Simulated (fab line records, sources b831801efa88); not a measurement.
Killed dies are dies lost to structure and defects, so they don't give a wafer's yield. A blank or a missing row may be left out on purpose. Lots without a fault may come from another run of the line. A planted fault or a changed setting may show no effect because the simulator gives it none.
Which tool did it? | flow gf180mcu | 13 lots, 39 wafers sampled, at 6 steps of a route of 602

WHAT THE GAUGES READ, wafer by wafer
GF_STI_THK_MEAS_04. Usual: STI_CVD_03_THK 207.6 nm, standard deviation 1.8.
lot  | measured    | on            | STI_CVD_03_THK (nm) | flag
L834 | day 1 14:34 | film_metro-01 | 205.9 207.5 207.1   |
L836 | day 2 00:33 | film_metro-04 | 207.0 206.7 208.9   |
L839 | day 2 14:34 | film_metro-01 | 209.2 208.9 208.9   |
L841 | day 3 00:35 | film_metro-03 | 205.7 207.2 206.8   |
L842 | day 3 06:11 | film_metro-03 | 206.6 210.1 208.1   |
L843 | day 3 13:14 | film_metro-04 | 209.8 208.6 208.7   |
L844 | day 3 20:03 | film_metro-04 | 205.1 202.7 204.4   |
L845 | day 4 00:52 | film_metro-04 | 211.0 211.1 211.4   |
L846 | day 4 03:24 | film_metro-01 | 205.9 206.1 207.5   |
L847 | day 4 06:34 | film_metro-01 | 207.0 206.1 206.6   |
L851 | day 5 02:34 | film_metro-03 | 210.2 211.1 212.6   |
L852 | day 5 08:35 | film_metro-01 | 208.4 208.1 207.6   |
L853 | day 5 12:35 | film_metro-04 | 206.1 206.7 205.2   |

GF_STI_THK_MEAS_22. Usual: STI_OXIDATION_01_THK 14.89 nm, standard deviation 0.28.
lot  | measured    | on            | STI_OXIDATION_01_THK (nm) | flag
L834 | day 2 03:38 | film_metro-03 | 14.48 14.59 14.77         |
L836 | day 2 18:02 | film_metro-04 | 15.04 14.98 15.09         |
L839 | day 3 03:58 | film_metro-01 | 14.73 15.01 14.98         |
L841 | day 3 15:23 | film_metro-04 | 14.67 14.56 14.73         |
L842 | day 3 23:58 | film_metro-03 | 14.72 14.95 14.95         |
L843 | day 4 02:30 | film_metro-01 | 15.07 14.94 15.05         |
L844 | day 4 11:07 | film_metro-04 | 15.08 15.05 14.95         |
L845 | day 4 16:17 | film_metro-03 | 14.94 15.15 14.96         |
L846 | day 4 18:29 | film_metro-01 | 14.71 15.05 14.78         |
L847 | day 4 21:38 | film_metro-04 | 14.56 14.48 14.45         |
L851 | day 5 18:26 | film_metro-04 | 15.14 14.90 14.84         |
L852 | day 5 23:58 | film_metro-03 | 15.29 15.05 15.02         |
L853 | day 6 04:29 | film_metro-04 | 15.35 15.33 15.25         |

GF_MVPSD_TW_MEAS_11. Usual: MVPSD_TW 560, standard deviation 3.4.
lot  | measured    | on            | MVPSD_TW    | flag
L834 | day 4 23:20 | film_metro-03 | 560 558 560 |
L836 | day 5 18:41 | film_metro-02 | 557 560 558 |
L839 | day 6 04:38 | film_metro-02 | 559 559 560 |
L841 | day 6 22:45 | film_metro-03 | 556 562 560 |
L842 | day 7 02:17 | film_metro-03 | 562 564 563 |
L843 | day 7 04:53 | film_metro-03 | 562 562 562 |
L844 | day 7 17:17 | film_metro-03 | 557 560 560 |
L845 | day 7 20:44 | film_metro-03 | 561 558 560 |
L846 | day 7 23:32 | film_metro-02 | 564 563 563 |
L847 | day 8 07:12 | film_metro-01 | 554 556 555 |
L851 | day 9 06:14 | film_metro-01 | 593 588 586 | OFF
L852 | day 9 11:24 | film_metro-01 | 592 591 588 | OFF
L853 | day 9 15:01 | film_metro-01 | 589 592 590 | OFF

GF_VT_IMPLANT_TW_MEAS_21. Usual: VT_IMPLANT_2_TW 1224, standard deviation 9.4.
lot  | measured     | on            | VT_IMPLANT_2_TW | flag
L834 | day 6 03:40  | film_metro-04 | 1220 1220 1219  |
L836 | day 7 00:23  | film_metro-04 | 1223 1227 1222  |
L839 | day 7 11:55  | film_metro-02 | 1230 1233 1235  |
L841 | day 8 06:18  | film_metro-02 | 1240 1235 1239  |
L842 | day 8 09:29  | film_metro-02 | 1237 1239 1231  |
L843 | day 8 12:42  | film_metro-01 | 1212 1216 1216  |
L844 | day 9 03:09  | film_metro-04 | 1224 1220 1212  |
L845 | day 9 06:11  | film_metro-02 | 1241 1234 1226  |
L846 | day 9 08:57  | film_metro-01 | 1218 1216 1213  |
L847 | day 9 16:41  | film_metro-01 | 1219 1215 1215  |
L851 | day 10 17:29 | film_metro-02 | 1240 1230 1226  |
L852 | day 10 22:58 | film_metro-01 | 1211 1213 1204  |
L853 | day 11 02:15 | film_metro-02 | 1233 1238 1233  |

GF_VT_IMPLANT_RS_MEAS_49: measures by four-point-probe. Usual: MVPSD_RS 1166.5 ohm/sq, standard deviation 2.8.
lot  | measured     | on            | MVPSD_RS (ohm/sq)    | flag
L834 | day 7 10:59  | film_metro-03 | 1169.1 1170.9 1168.7 |
L836 | day 8 09:09  | film_metro-02 | 1172.4 1175.2 1175.5 |
L839 | day 8 21:10  | film_metro-02 | 1170.0 1167.9 1167.4 |
L841 | day 9 16:14  | film_metro-02 | 1169.7 1168.2 1168.0 |
L842 | day 9 20:49  | film_metro-01 | 1162.8 1163.2 1159.7 |
L843 | day 9 23:00  | film_metro-02 | 1168.2 1165.0 1165.5 |
L844 | day 10 14:37 | film_metro-02 | 1164.5 1163.3 1167.3 |
L845 | day 10 17:28 | film_metro-01 | 1162.5 1159.8 1162.9 |
L846 | day 10 21:16 | film_metro-01 | 1165.2 1165.9 1165.7 |
L847 | day 11 04:34 | film_metro-02 | 1166.6 1167.3 1167.1 |
L851 | day 12 07:06 | film_metro-01 | 1038.8 1037.5 1038.5 | OFF
L852 | day 12 13:05 | film_metro-02 | 1043.6 1042.1 1041.5 | OFF
L853 | day 12 16:34 | film_metro-02 | 1039.8 1039.0 1039.9 | OFF

WHICH TOOL RAN EACH LOT (tool, then ch and the chambers of the sampled wafers, then the start)
lot  | GF_MVPSD_IMPLANT_08
L834 | implanter-04 ch 0, day 4 22:56
L836 | implanter-03 ch 0, day 5 18:17
L839 | implanter-03 ch 0, day 6 04:16
L841 | implanter-02 ch 0, day 6 22:23
L842 | implanter-04 ch 0, day 7 01:55
L843 | implanter-04 ch 0, day 7 04:29
L844 | implanter-04 ch 0, day 7 16:53
L845 | implanter-02 ch 0, day 7 20:20
L846 | implanter-02 ch 0, day 7 23:08
L847 | implanter-02 ch 0, day 8 06:47
L851 | implanter-02 ch 0, day 9 05:47
L852 | implanter-02 ch 0, day 9 11:01
L853 | implanter-02 ch 0, day 9 14:38
- GF_MVPSD_IMPLANT_08

WHAT THE TOOLS THEMSELVES READ (means of the sampled wafers that have a number; where no wafer has one, the mark that the record gives instead)
GF_MVPSD_IMPLANT_08. Usual: dose_ions_cm2 1.5001e+13, standard deviation 1.7e+10; faraday_current_uA 84.5, standard deviation 1.7.
lot  | tool         | dose_ions_cm2 | faraday_current_uA | flag
L834 | implanter-04 | 1.5022e+13    | 83.2               |
L836 | implanter-03 | 1.5010e+13    | 84.8               |
L839 | implanter-03 | 1.4998e+13    | 83.5               |
L841 | implanter-02 | 1.5002e+13    | 85.3               |
L842 | implanter-04 | 1.4997e+13    | 82.8               |
L843 | implanter-04 | 1.4999e+13    | 85.0               |
L844 | implanter-04 | 1.5005e+13    | 85.0               |
L845 | implanter-02 | 1.5021e+13    | 84.5               |
L846 | implanter-02 | 1.5011e+13    | 83.5               |
L847 | implanter-02 | 1.5000e+13    | 84.4               |
L851 | implanter-02 | 1.8822e+13    | 107.9              | OFF
L852 | implanter-02 | 1.8816e+13    | 108.6              | OFF
L853 | implanter-02 | 1.8796e+13    | 105.8              | OFF

THE ANSWER, worked out from the rows above alone
Rule: a lot is off if the mean of its wafers that have a number lies more than 3 standard deviations from the usual mean. A lot without any number at a reading at which 4 lots or more have one is off too. The other lots that the step has rows for count as sound. The gauges are gone through in route order, then the tools' own readings, and for those a lot's mean is taken as printed above. The first step at which some lot is off is used, and at that step the reading that is off furthest; a lot without a number counts as furthest.
Off: L851, L852, L853, at GF_MVPSD_TW_MEAS_11 (MVPSD_TW).
A tool fits if, at a process step before that reading, it ran every lot that is off, and no sound lot after the first of them. The gauges at GF_MVPSD_TW_MEAS_11 aren't tried: what is off there is off at GF_MVPSD_IMPLANT_08 too, on other tools, and a gauge's error can't cause that. One fits: implanter-02 at GF_MVPSD_IMPLANT_08. Its last sound lot is L847 (day 8 06:47), its first lot that is off L851 (day 9 05:47): a fault that began between those two fits.
The tool's own readings at GF_MVPSD_IMPLANT_08 bear it out: on the lots that are off they differ by more than 5 times the standard deviation of the sound lots' means. dose_ions_cm2 reads 1.8811e+13 there against 1.5006e+13 on the sound lots; faraday_current_uA reads 107.4 there against 84.2 on the sound lots.

WHAT THE SIMULATOR HAD PUT IN
Process parameter drift: implanter-02, from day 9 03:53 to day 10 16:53, at GF_MVPSD_IMPLANT_08. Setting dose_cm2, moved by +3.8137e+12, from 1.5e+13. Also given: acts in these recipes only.
Lots struck among those shown: L851, L852, L853. The rule above found the same.
